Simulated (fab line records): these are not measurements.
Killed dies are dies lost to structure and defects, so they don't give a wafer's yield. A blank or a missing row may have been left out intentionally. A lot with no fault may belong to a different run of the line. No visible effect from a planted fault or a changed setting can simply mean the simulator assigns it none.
2 desks looking at one fault | flow sky130 | numbers are kept per desk, each desk with only its own; the story behind them comes last

FOR THE TOOL OWNER'S DESK: pvdSputter-04
At SKY_METAL4_SPUTTER_01 (material TiN, target thk 20 nm, time 16.7 s) the tool's own readings: per lot run on this tool, the mean of the sampled wafers that have a number. Any lot whose mean is over 4 standard deviations away from the usual mean is out of limits and marked OUT; that distance is given in the brackets.
Columns: A = cathodeDcPowerW at SKY_METAL4_SPUTTER_01, usual 6500.2 W; B = chamberPressurePa at SKY_METAL4_SPUTTER_01, usual 0.3998 Pa; C = throttleValvePct at SKY_METAL4_SPUTTER_01, usual 29.5 %
lot  | first seen here | A      | B      | C
L472 | day 43 19:07    | 6500.1 | 0.4000 | 30.1
L477 | day 44 21:58    | 6500.9 | 0.4000 | 29.6
L480 | day 45 11:31    | 6499.0 | 0.4002 | 29.4
L481 | day 45 18:06    | 6500.6 | 0.3997 | 29.3
This desk's finding: nothing out of limits on any of the 4 lots.

FROM THE METROLOGY DESK
Means of the sampled wafers that have a number, per lot and without regard to the tool the lot ran on: this is what the gauges read. Any lot whose mean is over 4 standard deviations away from the usual mean is out of limits and marked OUT; that distance is given in the brackets.
Columns: A = CAP2M_TIN_THK at SKY_CAP2M_THK_MEAS_04, usual 197.9 nm
lot  | first seen here | A
L460 | day 40 01:26    | 197.1
L463 | day 41 00:44    | 198.2
L464 | day 41 09:21    | 197.5
L465 | day 41 15:43    | 200.7
L467 | day 42 04:38    | 197.3
L472 | day 43 19:34    | 200.7
L474 | day 44 09:04    | 195.0
L475 | day 44 14:34    | 199.8
L477 | day 44 22:26    | 200.2
L480 | day 45 12:03    | 198.3
L481 | day 45 18:33    | 199.4
This desk's finding: nothing out of limits on any of the 11 lots.

PUT TOGETHER
Nothing out of limits was seen by the tool owner's desk.
The metrology desk saw nothing out of limits.

WHAT THE SIMULATOR HAD INSERTED
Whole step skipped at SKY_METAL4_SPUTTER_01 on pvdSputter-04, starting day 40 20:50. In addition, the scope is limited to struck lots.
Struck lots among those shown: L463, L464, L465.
